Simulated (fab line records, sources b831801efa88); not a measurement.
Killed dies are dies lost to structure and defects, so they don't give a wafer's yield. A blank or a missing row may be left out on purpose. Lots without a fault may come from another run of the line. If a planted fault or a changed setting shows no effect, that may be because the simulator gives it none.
The tool behind it: which one? | flow sky130 | 12 lots, 36 wafers sampled, at 5 steps of a route of 708

WHAT EACH GAUGE READ, for each wafer
SKY_FIELD_ISO_THK_MEAS_04. Usual: FIELD_ISO_CVD_03_THK typically reads 166.0 nm, with standard deviation 1.5.
lot  | measured    | on            | FIELD_ISO_CVD_03_THK (nm) | flag
L705 | day 1 16:28 | film-metro-01 | 167.9 167.5 166.9         |
L706 | day 1 18:29 | film-metro-01 | 165.1 165.6 164.9         |
L707 | day 1 23:53 | film-metro-02 | 166.8 167.0 168.0         |
L708 | day 2 05:45 | film-metro-02 | 166.2 166.7 167.0         |
L710 | day 2 15:30 | film-metro-01 | 165.7 165.6 163.5         |
L711 | day 2 19:44 | film-metro-02 | 164.0 163.5 163.9         |
L712 | day 3 01:08 | film-metro-02 | 166.3 166.4 166.6         |
L724 | day 5 12:49 | film-metro-02 | 169.2 167.9 167.7         |
L725 | day 5 17:32 | film-metro-02 | 165.3 166.6 166.9         |
L726 | day 5 22:30 | film-metro-04 | 164.8 164.7 164.9         |
L727 | day 6 04:15 | film-metro-04 | 165.1 166.2 165.5         |
L728 | day 6 09:50 | film-metro-02 | 162.8 164.1 163.5         |

SKY_NWELL_THK_MEAS_02. Usual: NWELL_OXIDATION_THK typically reads 10.01 nm, with standard deviation 0.19.
lot  | measured    | on            | NWELL_OXIDATION_THK (nm) | flag
L705 | day 2 16:22 | film-metro-01 | 9.96 10.13 10.20         |
L706 | day 2 17:34 | film-metro-02 | 10.15 9.86 9.85          |
L707 | day 2 21:49 | film-metro-03 | 10.14 10.08 10.08        |
L708 | day 3 06:46 | film-metro-01 | 10.17 9.98 10.02         |
L710 | day 3 16:13 | film-metro-01 | 9.68 9.63 9.75           |
L711 | day 3 22:01 | film-metro-02 | 9.85 9.83 9.71           |
L712 | day 4 02:34 | film-metro-02 | 9.77 9.75 9.71           |
L724 | day 6 16:53 | film-metro-03 | 9.99 10.12 10.02         |
L725 | day 6 20:41 | film-metro-02 | 10.14 10.01 9.98         |
L726 | day 7 00:53 | film-metro-03 | 9.78 9.93 9.75           |
L727 | day 7 07:04 | film-metro-03 | 9.91 10.00 10.07         |
L728 | day 7 12:16 | film-metro-02 | 10.00 10.04 10.07        |

SKY_VT_ADJUST_LVTN_OVL_MEAS_07. Usual: VT_ADJUST_LVTN_OVL typically reads -0.6 nm, with standard deviation 1.3.
lot  | measured     | on         | VT_ADJUST_LVTN_OVL (nm) | flag
L705 | day 7 00:16  | overlay-01 | -1.7 -0.5 -1.9          |
L706 | day 7 01:31  | overlay-02 | 0.7 -1.2 -0.7           |
L707 | day 7 06:54  | overlay-01 | -0.9 -1.8 -0.7          |
L708 | day 7 19:46  | overlay-01 | -0.5 0.3 -0.5           |
L710 | day 8 07:23  | overlay-02 | -1.1 -1.7 -1.8          |
L711 | day 8 14:11  | overlay-02 | -1.3 -2.1 -1.3          |
L712 | day 8 20:25  | overlay-01 | 1.1 0.7 0.7             |
L724 | day 12 04:29 | overlay-02 | -1.4 -3.3 -1.4          |
L725 | day 12 09:43 | overlay-01 | -0.3 0.0 -0.4           |
L726 | day 12 13:50 | overlay-01 | -1.7 -0.1 0.0           |
L727 | day 12 22:11 | overlay-02 | -0.4 -2.6 -2.4          |
L728 | day 13 04:29 | overlay-02 | -0.5 -0.2 -0.5          |

SKY_SONOS_ONO_THK_MEAS_01. Usual: SONOS_ONO_OXIDATION_THK typically reads 2.57 nm, with standard deviation 0.05.
lot  | measured     | on            | SONOS_ONO_OXIDATION_THK (nm) | flag
L705 | day 11 14:51 | film-metro-02 | 2.53 2.58 2.60               |
L706 | day 11 14:52 | film-metro-04 | 2.60 2.55 2.58               |
L707 | day 11 23:28 | film-metro-04 | 2.61 2.64 2.53               |
L708 | day 12 14:15 | film-metro-01 | 2.63 2.63 2.61               |
L710 | day 13 04:28 | film-metro-01 | 2.58 2.57 2.53               |
L711 | day 13 14:50 | film-metro-04 | 3.56 3.51 3.57               | OFF
L712 | day 13 20:20 | film-metro-04 | 3.58 3.56 3.51               | OFF
L724 | day 17 20:47 | film-metro-01 | 2.53 2.47 2.58               |
L725 | day 18 04:59 | film-metro-02 | 2.60 2.53 2.57               |
L726 | day 18 06:21 | film-metro-01 | 2.59 2.56 2.56               |
L727 | day 18 18:02 | film-metro-04 | 2.49 2.48 2.61               |
L728 | day 19 02:10 | film-metro-04 | 2.56 2.63 2.60               |

WHICH TOOL RAN EACH LOT (tool, then ch and the chambers of the sampled wafers, then the start)
lot  | SKY_SONOS_ONO_OXIDATION_00
L705 | furnace-01 ch 0, day 11 13:30
L706 | furnace-01 ch 0, day 11 13:30
L707 | furnace-01 ch 0, day 11 22:05
L708 | furnace-02 ch 0, day 12 12:54
L710 | furnace-02 ch 0, day 13 03:07
L711 | furnace-02 ch 0, day 13 13:28
L712 | furnace-02 ch 0, day 13 18:59
L724 | furnace-01 ch 0, day 17 19:26
L725 | furnace-02 ch 0, day 18 03:38
L726 | furnace-02 ch 0, day 18 04:59
L727 | furnace-01 ch 0, day 18 16:41
L728 | furnace-02 ch 0, day 19 00:49
- SKY_SONOS_ONO_OXIDATION_00: stabilise 600 s, purge 300 s, target thk 2.6 nm.

WHAT THE TOOLS THEMSELVES READ (means of the sampled wafers that have a number; where no wafer has one, the mark that the record gives instead)
SKY_SONOS_ONO_OXIDATION_00. Usual: spike-tc-bottom-C 823.9 C, standard deviation 2.9; spike-tc-centre-C 801.2 C, standard deviation 1.4; spike-tc-lower-C 801.1 C, standard deviation 1; spike-tc-top-C 813.6 C, standard deviation 1.2; spike-tc-upper-C 800.7 C, standard deviation 1.2; tube-center-temp-C 800 C, standard deviation 0.074; tube_center_temp_C_max 802.0, standard deviation 0.31; zone-power-lower-pct 16.6 %, standard deviation 0.87; zone-power-upper-pct 15.2 %, standard deviation 1.3.
lot  | tool       | spike-tc-bottom-C (C) | spike-tc-centre-C (C) | spike-tc-lower-C (C) | spike-tc-top-C (C) | spike-tc-upper-C (C) | tube-center-temp-C (C) | tube_center_temp_C_max | zone-power-lower-pct (%) | zone-power-upper-pct (%) | flag
L705 | furnace-01 | 821.3                 | 802.4                 | 800.0                | 812.6              | 800.9                | 800                    | 802.0                  | 17.4                     | 16.0                     |
L706 | furnace-01 | 821.0                 | 801.4                 | 800.6                | 812.7              | 801.9                | 800                    | 802.2                  | 17.3                     | 16.3                     |
L707 | furnace-01 | 821.5                 | 801.6                 | 799.7                | 813.1              | 800.9                | 800                    | 801.9                  | 17.5                     | 16.3                     |
L708 | furnace-02 | 827.1                 | 799.9                 | 802.5                | 813.7              | 799.7                | 800                    | 801.9                  | 15.6                     | 13.8                     |
L710 | furnace-02 | 826.1                 | 799.9                 | 801.3                | 814.1              | 799.9                | 800                    | 802.1                  | 15.7                     | 13.8                     |
L711 | furnace-02 | 851.5                 | 824.7                 | 825.7                | 837.7              | 824.2                | 824                    | 825.6                  | 16.7                     | 14.7                     | OFF
L712 | furnace-02 | 851.0                 | 824.2                 | 824.6                | 837.9              | 823.4                | 824                    | 825.8                  | 16.6                     | 14.8                     | OFF
L724 | furnace-01 | 821.0                 | 802.5                 | 800.6                | 812.0              | 800.9                | 800                    | 802.3                  | 17.5                     | 16.4                     |
L725 | furnace-02 | 826.1                 | 800.8                 | 801.4                | 814.2              | 800.2                | 800                    | 802.0                  | 15.7                     | 13.8                     |
L726 | furnace-02 | 827.0                 | 799.2                 | 802.1                | 813.9              | 799.8                | 800                    | 802.0                  | 15.8                     | 13.8                     |
L727 | furnace-01 | 820.9                 | 802.1                 | 802.2                | 813.4              | 801.7                | 800                    | 801.9                  | 17.3                     | 16.5                     |
L728 | furnace-02 | 826.4                 | 800.0                 | 801.3                | 814.4              | 799.8                | 800                    | 802.1                  | 15.7                     | 13.8                     |

THE ANSWER, worked out from the rows above alone
Rule: a lot counts as off when the mean over its wafers that have a number is more than 3 standard deviations away from the usual mean. A lot without any number at a reading at which 4 lots or more have one is off too. The other lots that the step has rows for count as sound. Order of review: gauges by route order, followed by the tools' own readings, for which a lot's mean as printed above is used. The first step at which some lot is off is used, and at that step the reading that is off furthest; a lot without a number counts as furthest.
Off: at SKY_SONOS_ONO_THK_MEAS_01 (SONOS_ONO_OXIDATION_THK), L711, L712.
A tool fits if, at a process step before that reading, it ran every lot that is off, and no sound lot after the first of them. Not tried: the gauges at SKY_SONOS_ONO_THK_MEAS_01; whatever is off there is also off at SKY_SONOS_ONO_OXIDATION_00, on other tools, and gauge error can't account for it. Of those tried, none fits.

WHAT THE SIMULATOR PUT IN
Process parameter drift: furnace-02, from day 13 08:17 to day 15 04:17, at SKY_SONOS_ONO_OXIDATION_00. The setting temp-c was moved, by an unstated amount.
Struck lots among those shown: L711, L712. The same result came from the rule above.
